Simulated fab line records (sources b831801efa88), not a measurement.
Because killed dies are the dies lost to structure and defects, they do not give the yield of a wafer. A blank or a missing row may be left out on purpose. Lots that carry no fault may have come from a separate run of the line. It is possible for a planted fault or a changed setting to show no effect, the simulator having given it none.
fab line records    flow sky130
record: lots: 13  wafers: 39  last_day: 49
route steps=708 shown LDD_HVN@276 LI_CONTACT@375 METAL1@453 VIA2@508
lots that met no fault: from a run of the same line without faults
start_h: hours from the record's opening day to when the first of the lot's shown wafers began    wait_h: hours elapsed since this lot's preceding step    " same as the row above    L1.1+2: one row covering several wafers at once    - no value, or no start was given    * or withheld: withheld    < > ~ a bound
route shown NAME@n: a module of which the file shows steps, and the number in the route of the first    usual: mean and standard deviation over wafers with no fault    same: alike in all rows    chamber/n: place in a boat    sites: the reading at each site    _std_site: their standard deviation    _edge_site: the outer-site mean with the inner-site mean subtracted    radius_mm: how far each site lies from the wafer's centre    mask NAME#n: copy n    behind: tool/chamber where the wafer was last shaped    hold: cause of the lot's hold/its duration in hours/its outcome    device: which transistor (n, p or np) failed to switch    end of line: at the end of the route, the tests of the same wafers    step lacking rows: just its recipe    killed: dies lost to structure and defects at the first sort, not the wafer's yield    map: the dies of a wafer, with x for killed, . for not killed, _ for no die there
set.NAME: the run value of the setting; set.NAME@STEP: its run value at that earlier step    model.NAME: the simulator's own value behind a step, which no gauge read
route steps across a sampled set of lots; one table per step, one row per wafer
services: from which hour (start_h, from the record's first day; less than 0 if before it) a tool's chamber was out of use, for how many hours, and why
== steps ==
step: SKY_LDD_HVN_STRIP_09
recipe: chemistry: O2/N2  power_w: 1400  pressure_mtorr: 1500  platen_temp_c: withheld  o2_flow_sccm: 3000  n2_flow_sccm: 300  overash_fraction: 0.5
usual: drypump_motor_current_A: 5.7/0.59  oes_product_au: 0.408/0.0045  strip_time_to_endpoint_s: 4.139/0.015
lot.wafer  tool             chamber  start_h  wait_h  drypump_motor_current_A  oes_product_au  rf_hours_counter_h  strip_time_to_endpoint_s
L818.1     plasma_asher-01  1        450.17   0.1     6.4                      0.413           2                   4.125
L818.3     "                0        "        "       5.0                      0.408           -                   4.104
L818.5     "                1        "        "       6.4                      0.406           -                   4.160
L819.1     plasma_asher-01  1        466.69   0.1     6.4                      0.418           4                   4.143
L819.3     "                1        "        "       6.4                      0.407           -                   4.120
L819.4     "                0        "        "       5.0                      0.418           -                   4.148
L821.2     plasma_asher-02  1        521.82   0.1     5.8                      0.409           39                  4.159
L821.3     "                0        "        "       5.1                      0.405           -                   4.142
L821.5     "                0        "        "       5.1                      0.406           -                   4.131
L820.3     plasma_asher-01  0        521.96   0.1     4.9                      0.411           -                   4.115
L820.4     "                1        "        "       6.3                      0.406           -                   4.160
L820.6     "                0        "        "       5.0                      0.410           -                   4.148
L824.2     plasma_asher-01  0        525.94   0.1     5.0                      0.403           10                  4.131
L824.4     "                0        "        "       4.9                      0.404           -                   4.107
L824.6     "                1        "        "       6.4                      0.407           -                   4.138
L823.3     plasma_asher-04  0        526.27   0.1     6.4                      0.403           -                   4.161
L823.4     "                1        "        "       5.5                      0.409           -                   4.139
L823.6     "                1        "        "       5.4                      0.405           -                   4.144
L825.2     plasma_asher-01  1        526.57   0.1     6.3                      0.403           10                  4.138
L825.5     "                0        "        "       5.0                      0.411           -                   4.151
L825.6     "                1        "        "       6.4                      0.407           -                   4.133
L828.1     plasma_asher-02  1        547.99   0.1     5.8                      0.405           42                  4.151
L828.2     "                0        "        "       5.1                      0.407           42                  4.140
L828.4     "                1        "        "       5.8                      0.403           -                   4.137
L831.2     plasma_asher-01  0        570.43   0.1     4.9                      0.404           13                  4.136
L831.3     "                1        "        "       6.4                      0.417           -                   4.144
L831.4     "                0        "        "       4.9                      0.410           -                   4.162
L832.1     plasma_asher-04  1        583.33   0.1     5.5                      0.406           77                  4.111
L832.4     "                0        "        "       6.4                      0.412           -                   4.138
L832.5     "                0        "        "       6.4                      0.405           -                   4.129
L833.3     plasma_asher-01  1        595.35   0.1     6.3                      0.413           -                   4.142
L833.5     "                1        "        "       6.4                      0.407           -                   4.146
L833.6     "                0        "        "       4.9                      0.413           -                   4.132
L834.1     plasma_asher-04  1        611.29   0.1     5.5                      0.413           79                  4.170
L834.2     "                0        "        "       6.4                      0.420           79                  4.167
L834.4     "                1        "        "       5.5                      0.412           -                   4.153
L835.2     plasma_asher-04  1        628.72   0.1     5.5                      0.399           81                  4.139
L835.3     "                1        "        "       5.5                      0.410           -                   4.143
L835.5     "                0        "        "       6.4                      0.407           -                   4.155
step: SKY_LI_CONTACT_OVL_MEAS_13
usual: LI_CONTACT_OVL: 3/6.9
lot.wafer  tool        chamber  start_h  wait_h  LI_CONTACT_OVL[nm]
L818.1     overlay-01  -        662.61   0.1     -9
L818.3     "           -        "        "       -1
L818.5     "           -        "        "       6
L819.1     overlay-02  -        677.40   0.1     9
L819.3     "           -        "        "       17
L819.4     "           -        "        "       -1
L821.2     overlay-02  -        728.95   0.1     -3
L821.3     "           -        "        "       8
L821.5     "           -        "        "       9
L820.3     overlay-01  -        729.76   0.1     9
L820.4     "           -        "        "       -2
L820.6     "           -        "        "       -3
L824.2     overlay-02  -        731.90   0.1     -2
L824.4     "           -        "        "       4
L824.6     "           -        "        "       -6
L825.2     overlay-02  -        733.76   0.1     -2
L825.5     "           -        "        "       5
L825.6     "           -        "        "       -4
L823.3     overlay-02  -        734.11   0.1     7
L823.4     "           -        "        "       0
L823.6     "           -        "        "       5
L828.1     overlay-02  -        752.31   0.1     0
L828.2     "           -        "        "       -2
L828.4     "           -        "        "       -11
L831.2     overlay-02  -        770.92   0.1     0
L831.3     "           -        "        "       11
L831.4     "           -        "        "       -1
L832.1     overlay-02  -        783.85   0.1     -9
L832.4     "           -        "        "       8
L832.5     "           -        "        "       -9
L833.3     overlay-02  -        794.08   0.1     -10
L833.5     "           -        "        "       7
L833.6     "           -        "        "       2
L834.1     overlay-01  -        809.65   0.1     12
L834.2     "           -        "        "       12
L834.4     "           -        "        "       14
L835.2     overlay-01  -        824.76   0.1     -9
L835.3     "           -        "        "       0
L835.5     "           -        "        "       1
step: SKY_METAL1_METAL_ETCH_19
recipe: target_depth_a: 3600  stop_on: SiO2  over_etch_frac: 0.3  time_s: 78  chemistry: Cl2/BCl3  resist_sidewall_deg: 88  pressure_mtorr: 10  icp_w: 900  bias_w: 48.5  Cl2_flow_sccm: 60  bcl3_flow_sccm: 30
usual: drypump_motor_current_A: 5.63/0.28  oes_product_au: 0.854/0.0056  run_length_s: 106.0/0.33  throttle_valve_pct: 22.265/0.0095
lot.wafer  tool          chamber  start_h  wait_h  drypump_motor_current_A  oes_product_au  rf_hours_counter_h  run_length_s  throttle_valve_pct
L818.1     rie_metal-02  1        750.37   0.0     5.72                     0.848           14                  105.7         22.260
L818.3     "             1        "        "       5.72                     0.836           -                   105.6         22.246
L818.5     "             1        "        "       5.72                     0.849           -                   105.6         22.267
L819.1     rie_metal-02  1        765.00   0.0     5.71                     0.844           14                  105.7         22.260
L819.3     "             1        "        "       5.70                     0.855           -                   105.6         22.251
L819.4     "             0        "        "       5.69                     0.853           -                   105.8         22.270
L821.2     rie_metal-02  0        815.37   0.0     5.69                     0.844           7                   106.1         22.244
L821.3     "             1        "        "       5.69                     0.850           -                   105.6         22.257
L821.5     "             1        "        "       5.67                     0.861           -                   106.0         22.252
L820.3     rie_metal-01  1        815.73   0.1     4.91                     0.854           -                   106.3         22.276
L820.4     "             0        "        "       5.66                     0.856           -                   106.0         22.268
L820.6     "             1        "        "       4.92                     0.856           -                   106.2         22.245
L824.2     rie_metal-02  0        817.35   0.0     5.69                     0.848           8                   105.7         22.267
L824.4     "             1        "        "       5.73                     0.857           -                   106.0         22.261
L824.6     "             0        "        "       5.68                     0.848           -                   105.8         22.263
L825.2     rie_metal-01  1        819.05   0.0     4.92                     0.857           6                   106.2         22.278
L825.5     "             0        "        "       5.69                     0.860           -                   106.0         22.238
L825.6     "             1        "        "       4.93                     0.860           -                   106.8         22.257
L823.3     rie_metal-04  1        821.10   0.1     5.90                     0.858           -                   105.7         22.262
L823.4     "             0        "        "       5.75                     0.854           -                   106.3         22.263
L823.6     "             0        "        "       5.73                     0.853           -                   106.5         22.280
L828.1     rie_metal-04  1        836.75   0.0     5.86                     0.849           15                  105.7         22.268
L828.2     "             0        "        "       5.73                     0.861           6                   106.3         22.253
L828.4     "             1        "        "       5.83                     0.842           -                   105.8         22.241
L831.2     rie_metal-04  0        855.10   0.0     5.73                     0.863           7                   106.8         22.267
L831.3     "             0        "        "       5.72                     0.847           -                   106.2         22.258
L831.4     "             1        "        "       5.90                     0.850           -                   105.5         22.274
L832.1     rie_metal-02  0        867.05   0.0     5.68                     0.858           10                  106.1         22.263
L832.4     "             1        "        "       5.70                     0.860           -                   105.7         22.275
L832.5     "             0        "        "       5.68                     0.852           -                   105.8         22.266
L833.3     rie_metal-01  0        878.28   0.1     5.70                     0.850           -                   106.3         22.274
L833.5     "             0        "        "       5.71                     0.845           -                   106.0         22.268
L833.6     "             1        "        "       4.94                     0.855           -                   106.5         22.261
L834.1     rie_metal-01  1        893.35   0.0     4.92                     0.852           9                   106.2         22.261
L834.2     "             0        "        "       5.68                     0.848           14                  106.1         22.261
L834.4     "             0        "        "       5.69                     0.861           -                   106.0         22.284
L835.2     rie_metal-02  1        907.60   0.0     5.71                     1.005           5                   88.1          22.255
L835.3     "             0        "        "       5.71                     1.005           -                   88.0          22.273
L835.5     "             1        "        "       5.68                     0.850           -                   105.7         22.251
step: SKY_METAL1_STRIP_20
recipe: chemistry: O2/N2  power_w: 1400  pressure_mtorr: 1500  platen_temp_c: withheld  o2_flow_sccm: 3000  n2_flow_sccm: 300  overash_fraction: 0.5
usual: drypump_motor_current_A: 5.8/0.5  oes_product_au: 0.343/0.0043  strip_time_to_endpoint_s: 2.704/0.029
lot.wafer  tool             chamber  start_h  wait_h  drypump_motor_current_A  oes_product_au  rf_hours_counter_h  strip_time_to_endpoint_s
L818.1     plasma_asher-03  0        750.46   0.1     5.5                      0.338           1                   2.663
L818.3     "                0        "        "       5.6                      0.343           -                   2.679
L818.5     "                0        "        "       5.6                      0.341           -                   2.672
L819.1     plasma_asher-01  0        765.09   0.1     4.9                      0.342           31                  2.708
L819.3     "                0        "        "       5.0                      0.335           -                   2.707
L819.4     "                1        "        "       6.4                      0.340           -                   2.701
L821.2     plasma_asher-03  0        815.46   0.1     5.6                      0.339           7                   2.732
L821.3     "                0        "        "       5.6                      0.346           -                   2.723
L821.5     "                1        "        "       5.8                      0.346           -                   2.712
L820.3     plasma_asher-04  1        815.82   0.1     5.5                      0.347           -                   2.726
L820.4     "                0        "        "       6.4                      0.353           -                   2.773
L820.6     "                1        "        "       5.4                      0.340           -                   2.726
L824.2     plasma_asher-03  0        817.44   0.1     5.6                      0.342           7                   2.667
L824.4     "                1        "        "       5.8                      0.341           -                   2.684
L824.6     "                1        "        "       5.8                      0.341           -                   2.721
L825.2     plasma_asher-01  0        819.14   0.1     4.9                      0.342           36                  2.709
L825.5     "                0        "        "       4.9                      0.340           -                   2.736
L825.6     "                1        "        "       6.3                      0.345           -                   2.713
L823.3     plasma_asher-04  0        821.20   0.1     6.4                      0.343           -                   2.665
L823.4     "                1        "        "       5.5                      0.337           -                   2.665
L823.6     "                0        "        "       6.4                      0.345           -                   2.648
L828.1     plasma_asher-03  0        836.84   0.1     5.6                      0.346           9                   2.729
L828.2     "                1        "        "       5.8                      0.341           9                   2.699
L828.4     "                0        "        "       5.6                      0.349           -                   2.722
L831.2     plasma_asher-01  1        855.19   0.1     6.4                      0.338           40                  2.735
L831.3     "                0        "        "       4.9                      0.337           -                   2.703
L831.4     "                1        "        "       6.4                      0.349           -                   2.724
L832.1     plasma_asher-04  0        867.14   0.1     6.4                      0.340           105                 2.692
L832.4     "                1        "        "       5.5                      0.352           -                   2.720
L832.5     "                0        "        "       6.4                      0.341           -                   2.693
L833.3     plasma_asher-03  1        878.37   0.1     5.8                      0.342           -                   2.754
L833.5     "                1        "        "       5.8                      0.343           -                   2.723
L833.6     "                0        "        "       5.6                      0.341           -                   2.709
L834.1     plasma_asher-04  1        893.44   0.1     5.5                      0.336           108                 2.690
L834.2     "                0        "        "       6.4                      0.340           108                 2.701
L834.4     "                0        "        "       6.4                      0.343           -                   2.678
L835.2     plasma_asher-04  1        907.69   0.1     5.4                      0.368           109                 3.305
L835.3     "                0        "        "       6.4                      0.370           -                   3.274
L835.5     "                1        "        "       5.5                      0.344           -                   2.699
step: SKY_VIA2_THK_MEAS_01
recipe: reads: SiO2_of_VIA2_HDPCVD_00
usual: VIA2_HDPCVD_THK: 1184/11
lot.wafer  tool           chamber  start_h  wait_h  VIA2_HDPCVD_THK[nm]
L818.1     film_metro-01  -        808.82   0.1     1182
L818.3     "              -        "        "       1181
L818.5     "              -        "        "       1189
L819.1     film_metro-02  -        822.99   0.1     1181
L819.3     "              -        "        "       1194
L819.4     "              -        "        "       1185
L821.2     film_metro-01  -        871.06   0.1     1176
L821.3     "              -        "        "       1178
L821.5     "              -        "        "       1183
L820.3     film_metro-02  -        871.84   0.1     1183
L820.4     "              -        "        "       1181
L820.6     "              -        "        "       1187
L824.2     film_metro-04  -        874.02   0.1     1181
L824.4     "              -        "        "       1185
L824.6     "              -        "        "       1190
L825.2     film_metro-04  -        875.40   0.1     1174
L825.5     "              -        "        "       1171
L825.6     "              -        "        "       1162
L823.3     film_metro-01  -        877.28   0.1     1192
L823.4     "              -        "        "       1196
L823.6     "              -        "        "       1204
L828.1     film_metro-04  -        892.34   0.1     1183
L828.2     "              -        "        "       1182
L828.4     "              -        "        "       1168
L831.2     film_metro-04  -        911.91   0.1     1165
L831.3     "              -        "        "       1184
L831.4     "              -        "        "       1161
L832.1     film_metro-04  -        922.78   0.1     1179
L832.4     "              -        "        "       1171
L832.5     "              -        "        "       1172
L833.3     film_metro-01  -        933.26   0.1     1171
L833.5     "              -        "        "       1176
L833.6     "              -        "        "       1174
L834.1     film_metro-02  -        947.00   0.1     1184
L834.2     "              -        "        "       1168
L834.4     "              -        "        "       1180
L835.2     film_metro-02  -        960.76   0.1     1194
L835.3     "              -        "        "       1172
L835.5     "              -        "        "       1197
== services ==
tool             chamber  start_h  hours  kind
plasma_asher-03  -        433.44   14.6   pm
rie_metal-01     -        443.12   28.1   pm
rie_metal-02     1        447.56   5.9    repair
plasma_asher-02  -        456.58   4.3    pm
plasma_asher-02  -        482.53   8.7    repair
plasma_asher-01  -        539.19   16.0   pm
plasma_asher-02  -        550.15   2.8    pm
rie_metal-01     1        557.53   5.3    repair
rie_metal-04     -        559.84   0.5    repair
plasma_asher-02  -        562.79   19.4   pm
plasma_asher-01  -        576.01   14.6   pm
rie_metal-02     1        618.43   14.2   repair
plasma_asher-02  -        640.53   1.0    repair
plasma_asher-01  -        683.63   1.3    repair
plasma_asher-03  -        733.75   9.0    pm
rie_metal-04     -        749.36   1.1    repair
plasma_asher-01  -        755.65   2.3    repair
rie_metal-01     -        789.68   0.4    repair
rie_metal-01     1        791.01   18.2   repair
plasma_asher-02  -        814.99   9.5    repair
rie_metal-02     -        823.72   2.8    pm
rie_metal-01     -        833.42   4.0    pm
plasma_asher-03  -        849.81   5.9    repair
rie_metal-01     -        902.66   15.6   pm
== key ==
first_sign: step: SKY_METAL1_METAL_ETCH_19  reading: run_length_s  direction: down  sigmas: 55  usual: *  struck: *
effect: step: SKY_METAL1_METAL_ETCH_19  reading: oes_product_au  direction: up  sigmas: 27  usual: 0.854  struck: 1.005
effect: step: SKY_METAL1_STRIP_20  reading: strip_time_to_endpoint_s  direction: up  sigmas: 20  usual: *  struck: *
met_at SKY_METAL1_METAL_ETCH_19
struck_lots L835
struck_wafers L835.2,L835.3
sort_left_out L835.2,L835.3
not_acting_at SKY_LDD_HVN_STRIP_09,SKY_LI_CONTACT_OVL_MEAS_13,SKY_VIA2_THK_MEAS_01
onset_between 867.05 907.60
fault: kind: process_parameter_drift  tool: rie_metal-02  chamber: -  onset_h: 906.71  steps: SKY_METAL1_METAL_ETCH_19  channel: time_s  offset: *  shape: step  end_h: 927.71  scope: struck_wafers_only  acts_in: *  stated: *
sort_left_out: the simulated sort isn't trusted on such a fault, so these wafers' sort isn't shown, and their yield isn't known
